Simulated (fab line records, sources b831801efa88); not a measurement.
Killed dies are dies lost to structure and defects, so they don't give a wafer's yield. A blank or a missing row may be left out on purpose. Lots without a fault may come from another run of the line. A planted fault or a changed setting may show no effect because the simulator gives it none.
Which tool did it? | flow sfq_line | 13 lots, 39 wafers sampled, at 5 steps of a route of 325

WHAT THE GAUGES READ, wafer by wafer
SFQ_M3_RS_MEAS_919: measures by four-point-probe. Usual: M3_NB_RS 0.890 ohm/sq, standard deviation 0.011.
lot  | measured     | on            | M3_NB_RS (ohm/sq) | flag
L552 | day 37 15:52 | film_metro-03 | 0.895 0.891 0.893 |
L553 | day 38 03:16 | film_metro-02 | 0.891 0.901 0.895 |
L554 | day 39 00:59 | film_metro-03 | 0.912 0.899 0.904 |
L555 | day 39 04:35 | film_metro-04 | 0.901 0.900 0.897 |
L556 | day 39 13:13 | film_metro-04 | 0.898 0.883 0.887 |
L558 | day 40 14:14 | film_metro-02 | 0.882 0.887 0.886 |
L559 | day 42 13:20 | film_metro-02 | 0.871 0.868 0.871 |
L560 | day 42 15:43 | film_metro-02 | 0.897 0.894 0.904 |
L561 | day 42 18:51 | film_metro-04 | 0.886 0.904 0.886 |
L562 | day 42 22:53 | film_metro-04 | 0.887 0.893 0.905 |
L563 | day 43 01:17 | film_metro-04 | 0.878 0.887 0.885 |
L566 | day 44 09:13 | film_metro-04 | 0.872 0.971 0.872 |
L573 | day 46 18:27 | film_metro-02 | 0.888 0.875 0.886 |

SFQ_M4_OVL_MEAS_926. Usual: M4_OVL 0 nm, standard deviation 6.
lot  | measured     | on         | M4_OVL (nm) | flag
L552 | day 54 02:03 | overlay-01 | -7 -2 -3    |
L553 | day 54 14:03 | overlay-01 | -3 -4 -7    |
L554 | day 55 09:22 | overlay-01 | -1 2 1      |
L555 | day 55 14:10 | overlay-02 | -3 -2 1     |
L556 | day 56 02:18 | overlay-02 | -13 -4 0    |
L558 | day 57 07:06 | overlay-02 | -9 -12 -11  |
L559 | day 59 05:42 | overlay-01 | 1 -7 1      |
L560 | day 59 08:06 | overlay-02 | -4 1 -6     |
L561 | day 59 12:54 | overlay-01 | 12 9 7      |
L562 | day 59 16:29 | overlay-02 | -3 2 2      |
L563 | day 59 17:41 | overlay-01 | 12 6 5      |
L566 | day 60 16:30 | overlay-01 | -7 3 -3     |
L573 | day 62 07:01 | overlay-01 | -3 -8 -1    |

WHICH TOOL RAN EACH LOT (tool, then ch and the chambers of the sampled wafers, then the start)
lot  | SFQ_TRILAYER_I1_CMP_CMP_046   | SFQ_TRILAYER_M3_DEP_SPUTTER_073 | SFQ_TRILAYER_M3_ETCH_METAL_ETCH_078
L552 | cmp-01 ch 0,2,3, day 24 02:58 | pvd_sputter-06, day 37 15:47    | rie_metal-03 ch 0,1, day 43 01:30
L553 | cmp-01 ch 1,2, day 24 10:17   | pvd_sputter-05, day 38 03:11    | rie_metal-03 ch 0,1, day 43 12:18
L554 | cmp-02 ch 1,2,3, day 25 09:29 | pvd_sputter-06, day 39 00:54    | rie_metal-02 ch 0,1, day 44 04:28
L555 | cmp-01 ch 0,1,3, day 25 15:36 | pvd_sputter-06, day 39 04:30    | rie_metal-03 ch 0,1, day 44 11:48
L556 | cmp-01 ch 0,2, day 25 23:01   | pvd_sputter-05, day 39 13:07    | rie_metal-02 ch 0,1, day 44 17:48
L558 | cmp-02 ch 2,3, day 27 08:19   | pvd_sputter-06, day 40 14:08    | rie_metal-01 ch 0,1, day 45 19:00
L559 | cmp-02 ch 0,1, day 27 18:47   | pvd_sputter-03, day 42 13:12    | rie_metal-02 ch 0,1, day 47 18:40
L560 | cmp-01 ch 1,2,3, day 28 08:35 | pvd_sputter-06, day 42 15:36    | rie_metal-01 ch 0,1, day 47 19:50
L561 | cmp-01 ch 0,1,2, day 29 02:43 | pvd_sputter-05, day 42 17:49    | rie_metal-03 ch 0,1, day 48 00:38
L562 | cmp-01 ch 0,1,3, day 29 17:43 | pvd_sputter-03, day 42 22:48    | rie_metal-02 ch 0,1, day 48 04:14
L563 | cmp-02 ch 0,1,2, day 30 03:55 | pvd_sputter-06, day 43 01:12    | rie_metal-03 ch 0,1, day 48 06:38
L566 | cmp-02 ch 0,3, day 31 04:24   | pvd_sputter-05, day 44 09:05    | rie_metal-03 ch 0,1, day 49 14:31
L573 | cmp-01 ch 0,1,2, day 33 17:31 | pvd_sputter-03, day 46 18:20    | rie_metal-03 ch 0,1, day 51 16:55
- SFQ_TRILAYER_I1_CMP_CMP_046: polishes SiO2.
- SFQ_TRILAYER_M3_DEP_SPUTTER_073: material Nb, target thk 200 nm, time 133.3 s.
- SFQ_TRILAYER_M3_ETCH_METAL_ETCH_078: etches Nb in Cl2/Ar, stops on SiO2, target depth 240 nm, time 120 s.

WHAT THE TOOLS THEMSELVES READ (means of the sampled wafers that have a number; where no wafer has one, the mark that the record gives instead)
SFQ_TRILAYER_I1_CMP_CMP_046. Usual: edge_zone_pressure_frac 1.000, standard deviation 0.0052; motor_current_A 10.2 A, standard deviation 0.8; time_to_endpoint_s 216 s, standard deviation 7.9.
lot  | tool   | edge_zone_pressure_frac | motor_current_A (A) | time_to_endpoint_s (s) | flag
L552 | cmp-01 | 1.005                   | 10.5                | 223                    |
L553 | cmp-01 | 0.997                   | 9.9                 | 213                    |
L554 | cmp-02 | 1.000                   | 10.9                | 214                    |
L555 | cmp-01 | 0.999                   | 10.3                | 215                    |
L556 | cmp-01 | 0.999                   | 10.5                | 210                    |
L558 | cmp-02 | 1.000                   | 10.7                | 214                    |
L559 | cmp-02 | 1.005                   | 8.8                 | 231                    |
L560 | cmp-01 | 0.998                   | 10.3                | 219                    |
L561 | cmp-01 | 1.000                   | 10.3                | 208                    |
L562 | cmp-01 | 0.998                   | 10.6                | 218                    |
L563 | cmp-02 | 1.003                   | 9.7                 | 216                    |
L566 | cmp-02 | 1.006                   | 9.0                 | 219                    |
L573 | cmp-01 | 1.003                   | 10.3                | 205                    |

SFQ_TRILAYER_M3_DEP_SPUTTER_073. Usual: cathode_dc_power_W 2000.0 W, standard deviation 0.33; throttle_valve_pct 30.7 %, standard deviation 1.1.
lot  | tool           | cathode_dc_power_W (W) | throttle_valve_pct (%) | flag
L552 | pvd_sputter-06 | 2000.2                 | 30.9                   |
L553 | pvd_sputter-05 | 1999.7                 | 28.8                   |
L554 | pvd_sputter-06 | 2000.1                 | 31.1                   |
L555 | pvd_sputter-06 | 2000.1                 | 30.5                   |
L556 | pvd_sputter-05 | 1999.8                 | 29.1                   |
L558 | pvd_sputter-06 | 1999.9                 | 30.6                   |
L559 | pvd_sputter-03 | 2000.0                 | 30.3                   |
L560 | pvd_sputter-06 | 2000.0                 | 31.3                   |
L561 | pvd_sputter-05 | 1999.9                 | 30.1                   |
L562 | pvd_sputter-03 | 2000.1                 | 30.7                   |
L563 | pvd_sputter-06 | 2000.1                 | 31.3                   |
L566 | pvd_sputter-05 | 1946.6                 | 31.0                   | OFF
L573 | pvd_sputter-03 | 1999.8                 | 30.4                   |

SFQ_TRILAYER_M3_ETCH_METAL_ETCH_078. Usual: drypump_motor_current_A 5.7 A, standard deviation 0.36; oes_product_au 0.894 a.u., standard deviation 0.0074.
lot  | tool         | drypump_motor_current_A (A) | oes_product_au (a.u.) | flag
L552 | rie_metal-03 | 5.6                         | 0.887                 |
L553 | rie_metal-03 | 5.7                         | 0.892                 |
L554 | rie_metal-02 | 5.7                         | 0.878                 |
L555 | rie_metal-03 | 5.7                         | 0.892                 |
L556 | rie_metal-02 | 6.0                         | 0.895                 |
L558 | rie_metal-01 | 5.4                         | 0.899                 |
L559 | rie_metal-02 | 6.1                         | 0.905                 |
L560 | rie_metal-01 | 5.4                         | 0.892                 |
L561 | rie_metal-03 | 5.7                         | 0.894                 |
L562 | rie_metal-02 | 5.7                         | 0.891                 |
L563 | rie_metal-03 | 5.7                         | 0.894                 |
L566 | rie_metal-03 | 5.7                         | 0.888                 |
L573 | rie_metal-03 | 5.7                         | 0.899                 |

THE ANSWER, worked out from the rows above alone
Rule: a lot is off if the mean of its wafers that have a number lies more than 3 standard deviations from the usual mean. A lot without any number at a reading at which 4 lots or more have one is off too. The other lots that the step has rows for count as sound. The gauges are gone through in route order, then the tools' own readings, and for those a lot's mean is taken as printed above. The first step at which some lot is off is used, and at that step the reading that is off furthest; a lot without a number counts as furthest.
Off: L566, at SFQ_TRILAYER_M3_DEP_SPUTTER_073 (cathode_dc_power_W).
A tool fits if, at that step or a process step before it, it ran every lot that is off, and no sound lot after the first of them. Can't be told from this: 2 tools fit, cmp-02 at SFQ_TRILAYER_I1_CMP_CMP_046, pvd_sputter-05 at SFQ_TRILAYER_M3_DEP_SPUTTER_073.

WHAT THE SIMULATOR HAD PUT IN
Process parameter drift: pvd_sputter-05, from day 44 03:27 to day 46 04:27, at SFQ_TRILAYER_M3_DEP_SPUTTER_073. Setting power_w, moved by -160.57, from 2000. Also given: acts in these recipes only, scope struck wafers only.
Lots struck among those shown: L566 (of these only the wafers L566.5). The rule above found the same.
